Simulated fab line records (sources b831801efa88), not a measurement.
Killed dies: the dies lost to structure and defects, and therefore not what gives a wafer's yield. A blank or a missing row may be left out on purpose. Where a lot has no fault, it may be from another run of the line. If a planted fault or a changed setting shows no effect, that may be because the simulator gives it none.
The tool behind it: which one? + flow sky130 + 33 wafers from 11 lots sampled at 4 of the route's 708 steps

WHAT THE GAUGES READ, wafer by wafer
No reading from a measuring or inspecting step in the record can be judged against a usual standard deviation.

WHICH TOOL RAN EACH LOT (tool, then ch and the chambers of the sampled wafers, then the start)
| lot  | SKY_METAL4_SPUTTER_03        | SKY_CAP2M_CVD_00              | SKY_METAL4_METAL_ETCH_18          | SKY_VIA4_SPUTTER_17          |
|------|------------------------------|-------------------------------|-----------------------------------|------------------------------|
| L990 | pvd_sputter-04, day 41 10:19 | pecvd-02 ch 1,2, day 41 10:23 | rie_metal-04 ch 0,1, day 43 10:29 | pvd_sputter-01, day 44 10:44 |
| L988 | pvd_sputter-01, day 41 12:25 | pecvd-04 ch 0,1, day 41 12:29 | rie_metal-01 ch 0,1, day 43 13:17 | pvd_sputter-03, day 44 13:07 |
| L993 | pvd_sputter-01, day 41 13:02 | pecvd-04 ch 0,2, day 41 13:06 | rie_metal-03 ch 0,1, day 43 13:41 | pvd_sputter-03, day 44 14:04 |
| L994 | pvd_sputter-01, day 41 13:23 | pecvd-02 ch 1,2, day 41 13:28 | rie_metal-04 ch 0, day 43 14:20   | pvd_sputter-01, day 44 14:37 |
| L996 | pvd_sputter-04, day 42 10:47 | pecvd-04 ch 0,2, day 42 10:50 | rie_metal-04 ch 0,1, day 44 09:56 | pvd_sputter-02, day 45 09:19 |
| L103 | pvd_sputter-03, day 44 07:53 | pecvd-02 ch 0,2, day 44 07:58 | rie_metal-03 ch 0,1, day 46 04:50 | pvd_sputter-03, day 47 03:19 |
| L102 | pvd_sputter-03, day 44 11:51 | pecvd-04 ch 0,1, day 44 11:55 | rie_metal-03 ch 0,1, day 46 09:17 | pvd_sputter-01, day 47 07:55 |
| L105 | pvd_sputter-01, day 44 13:09 | pecvd-02 ch 0,2, day 44 13:13 | rie_metal-03 ch 0,1, day 46 09:38 | pvd_sputter-03, day 47 08:55 |
| L107 | pvd_sputter-01, day 45 08:09 | pecvd-01 ch 0,1, day 45 08:17 | rie_metal-01 ch 1, day 47 03:08   | pvd_sputter-03, day 48 00:59 |
| L111 | pvd_sputter-03, day 45 18:35 | pecvd-01 ch 0,2, day 45 18:38 | rie_metal-03 ch 0, day 47 14:38   | pvd_sputter-02, day 48 12:11 |
| L108 | pvd_sputter-04, day 45 18:42 | pecvd-02 ch 0,2, day 45 18:46 | rie_metal-04 ch 0,1, day 47 14:59 | pvd_sputter-01, day 48 12:17 |
- SKY_METAL4_SPUTTER_03: material Ti, target thk 5 nm, time 3.3 s.
- SKY_CAP2M_CVD_00: deposits SiO2, target thk 15.5 nm.
- SKY_METAL4_METAL_ETCH_18: etches the open film in Cl2/BCl3, stops on SiO2, target depth 845 nm, time 183.1 s.
- SKY_VIA4_SPUTTER_17: material TiN, target thk 20 nm, time 80 s.

WHAT THE TOOLS THEMSELVES READ (means of the sampled wafers that have a number; where no wafer has one, the mark that the record gives instead)
SKY_METAL4_SPUTTER_03. Usual: cathode_dc_power_W 3000.0 W, standard deviation 0.53; chamber_pressure_pa 0.4000 Pa, standard deviation 0.00078; throttle_valve_pct 29.7 %, standard deviation 1.
| lot  | tool           | cathode_dc_power_W (W) | chamber_pressure_pa (Pa) | throttle_valve_pct (%) | flag |
|------|----------------|------------------------|--------------------------|------------------------|------|
| L990 | pvd_sputter-04 | 3000.6                 | 0.4002                   | 30.3                   |      |
| L988 | pvd_sputter-01 | 2999.7                 | 0.4005                   | 29.3                   |      |
| L993 | pvd_sputter-01 | 2999.8                 | 0.4001                   | 28.9                   |      |
| L994 | pvd_sputter-01 | 2999.7                 | 0.3991                   | 29.6                   |      |
| L996 | pvd_sputter-04 | 3000.0                 | 0.4005                   | 29.2                   |      |
| L103 | pvd_sputter-03 | 2999.5                 | 0.4003                   | 30.9                   |      |
| L102 | pvd_sputter-03 | 2999.4                 | 0.4000                   | 30.8                   |      |
| L105 | pvd_sputter-01 | 3000.1                 | 0.3991                   | 29.7                   |      |
| L107 | pvd_sputter-01 | 3000.2                 | 0.4003                   | 29.1                   |      |
| L111 | pvd_sputter-03 | 3000.3                 | 0.4006                   | 29.0                   |      |
| L108 | pvd_sputter-04 | 2999.6                 | 0.3997                   | 29.9                   |      |

SKY_CAP2M_CVD_00. Usual: heater_power_w 733 W, standard deviation 62; rf_fwd_power_W 442.1 W, standard deviation 1.7.
| lot  | tool     | heater_power_w (W) | rf_fwd_power_W (W) | flag |
|------|----------|--------------------|--------------------|------|
| L990 | pecvd-02 | 664                | 442.4              |      |
| L988 | pecvd-04 | 795                | 441.3              |      |
| L993 | pecvd-04 | 744                | 440.6              |      |
| L994 | pecvd-02 | 676                | 441.9              |      |
| L996 | pecvd-04 | 723                | 441.4              |      |
| L103 | pecvd-02 | 749                | 442.8              |      |
| L102 | pecvd-04 | 800                | 442.7              |      |
| L105 | pecvd-02 | 707                | 442.5              |      |
| L107 | pecvd-01 | 787                | 441.6              |      |
| L111 | pecvd-01 | 722                | 444.5              |      |
| L108 | pecvd-02 | 748                | 442.3              |      |

SKY_METAL4_METAL_ETCH_18. Usual: drypump_motor_current_A 5.9 A, standard deviation 0.37; oes_product_au 0.863 a.u., standard deviation 0.0064; rf_fwd_power_W 896.0 W, standard deviation 2.7; throttle_valve_pct 22.264 %, standard deviation 0.0083.
| lot  | tool         | drypump_motor_current_A (A) | oes_product_au (a.u.) | rf_fwd_power_W (W) | throttle_valve_pct (%) | flag |
|------|--------------|-----------------------------|-----------------------|--------------------|------------------------|------|
| L990 | rie_metal-04 | 5.7                         | 0.868                 | 893.1              | 22.265                 |      |
| L988 | rie_metal-01 | 6.2                         | 0.858                 | 897.4              | 22.265                 |      |
| L993 | rie_metal-03 | 5.8                         | 0.865                 | 893.1              | 22.253                 |      |
| L994 | rie_metal-04 | 5.3                         | 0.863                 | 893.4              | 22.262                 |      |
| L996 | rie_metal-04 | 6.0                         | 0.866                 | 896.8              | 22.271                 |      |
| L103 | rie_metal-03 | 5.7                         | 0.870                 | 893.8              | 22.267                 |      |
| L102 | rie_metal-03 | 5.8                         | 0.864                 | 897.6              | 22.272                 |      |
| L105 | rie_metal-03 | 5.8                         | 0.859                 | 896.7              | 22.261                 |      |
| L107 | rie_metal-01 | 6.0                         | 0.864                 | 897.0              | 22.257                 |      |
| L111 | rie_metal-03 | 5.5                         | 0.869                 | 894.4              | 22.267                 |      |
| L108 | rie_metal-04 | 5.7                         | 0.862                 | 895.7              | 22.270                 |      |

SKY_VIA4_SPUTTER_17. Usual: cathode_dc_power_W 4000.0 W, standard deviation 0.77; chamber_pressure_pa 5.001 Pa, standard deviation 0.0099; throttle_valve_pct 29.8 %, standard deviation 0.98.
| lot  | tool           | cathode_dc_power_W (W) | chamber_pressure_pa (Pa) | throttle_valve_pct (%) | flag |
|------|----------------|------------------------|--------------------------|------------------------|------|
| L990 | pvd_sputter-01 | 4000.2                 | 4.997                    | 29.4                   |      |
| L988 | pvd_sputter-03 | 4000.3                 | 4.988                    | 30.4                   |      |
| L993 | pvd_sputter-03 | 3999.3                 | 5.009                    | 29.4                   |      |
| L994 | pvd_sputter-01 | 4000.3                 | 5.010                    | 28.8                   |      |
| L996 | pvd_sputter-02 | 4000.5                 | 4.994                    | 30.0                   |      |
| L103 | pvd_sputter-03 | 3540.7                 | 4.987                    | 29.2                   | OFF  |
| L102 | pvd_sputter-01 | 4000.4                 | 5.008                    | 28.9                   |      |
| L105 | pvd_sputter-03 | 3540.6                 | 4.990                    | 28.8                   | OFF  |
| L107 | pvd_sputter-03 | 3540.5                 | 4.991                    | 29.7                   | OFF  |
| L111 | pvd_sputter-02 | 3999.7                 | 4.998                    | 29.4                   |      |
| L108 | pvd_sputter-01 | 4000.4                 | 5.003                    | 29.2                   |      |

THE ANSWER, worked out from the rows above alone
Rule: take the mean of a lot's wafers that have a number; if it is more than 3 standard deviations from the usual mean, the lot is off. Also off: a lot with no number at a reading for which 4 or more lots have one. Where the step has rows for the other lots, those lots are counted as sound. The gauges are gone through in route order, then the tools' own readings, and for those a lot's mean is taken as printed above. At the first step where some lot is off, the reading lying furthest off is the one used; lots without a number count as furthest.
Off: L103, L105, L107 (SKY_VIA4_SPUTTER_17, cathode_dc_power_W).
A tool fits if, at that step or a process step before it, it ran every lot that is off, and no sound lot after the first of them. One fits: pvd_sputter-03 at SKY_VIA4_SPUTTER_17. A fault onset in the window from L993 (day 44 14:04, its last sound lot) to L103 (day 47 03:19, its first lot off) fits.
The tool's own readings at SKY_VIA4_SPUTTER_17 bear it out: on the lots that are off they differ by more than 5 times the standard deviation of the sound lots' means. cathode_dc_power_W reads 3540.6 W there against 4000.1 W on the sound lots.

WHAT THE SIMULATOR HAD INSERTED
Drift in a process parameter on pvd_sputter-03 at SKY_VIA4_SPUTTER_17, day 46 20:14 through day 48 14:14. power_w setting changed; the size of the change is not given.
Lots struck among those shown: L103, L105, L107. This agrees with what the rule above found.
